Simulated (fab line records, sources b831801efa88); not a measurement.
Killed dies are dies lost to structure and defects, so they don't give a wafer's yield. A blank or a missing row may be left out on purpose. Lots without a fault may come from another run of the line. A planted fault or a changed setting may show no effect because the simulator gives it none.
Which tool did it? | flow sky130 | 6 lots, 18 wafers sampled, at 3 steps of a route of 708

WHAT THE GAUGES READ, wafer by wafer
SKY_METAL4_CD_MEAS_13: target cd 300 nm.
lot  | measured     | on        | cd_nm (nm)
L870 | day 41 20:46 | cd_sem-02 | 301.7 300.7 301.2
L873 | day 42 21:13 | cd_sem-01 | 299.8 300.9 299.2
L877 | day 44 04:55 | cd_sem-02 | 302.2 302.3 302.2
L881 | day 45 07:10 | cd_sem-02 | 301.0 301.3 301.4
L883 | day 45 18:51 | cd_sem-02 | 302.4 301.5 301.1
L892 | day 47 22:40 | cd_sem-02 | 300.5 303.9 301.8

WHICH TOOL RAN EACH LOT (tool, then ch and the chambers of the sampled wafers, then the start)
lot  | SKY_VIA3_CVD_21               | SKY_METAL4_EXPOSE_10
L870 | cvd_w-02 ch 0,1, day 39 19:50 | krf_scanner-02 ch 0, day 41 08:50
L873 | cvd_w-01 ch 0,1, day 40 21:07 | krf_scanner-01 ch 0, day 42 09:55
L877 | cvd_w-02 ch 0,1, day 42 04:56 | krf_scanner-02 ch 0, day 43 17:59
L881 | cvd_w-02 ch 0,1, day 43 10:34 | krf_scanner-02 ch 0, day 44 20:58
L883 | cvd_w-02 ch 0,1, day 43 21:34 | krf_scanner-01 ch 0, day 45 08:41
L892 | cvd_w-02 ch 0,1, day 46 05:04 | krf_scanner-01 ch 0, day 47 12:53
- SKY_VIA3_CVD_21: deposits W, target thk 390 nm, time 117.31 s.
- SKY_METAL4_EXPOSE_10: exposes mask MM4, target cd 300 nm.

THE ANSWER, worked out from the rows above alone
Rule: what is usual is taken from the lots themselves. Put in order of their means at a reading, lots are off if they are a third of the lots or fewer, leave a main group of 4 or more, and stand apart from it by a gap of 3 or more times the standard deviation of the main group's means; of several such gaps the widest counts. A main group whose means are all the same, to the digits that the tables above print for the reading, isn't used. A lot without any number at a reading at which 4 lots or more have one is off too. The other lots that the step has rows for count as sound.
No lot is off at any reading shown: from this, nothing can be told.

WHAT THE SIMULATOR HAD PUT IN
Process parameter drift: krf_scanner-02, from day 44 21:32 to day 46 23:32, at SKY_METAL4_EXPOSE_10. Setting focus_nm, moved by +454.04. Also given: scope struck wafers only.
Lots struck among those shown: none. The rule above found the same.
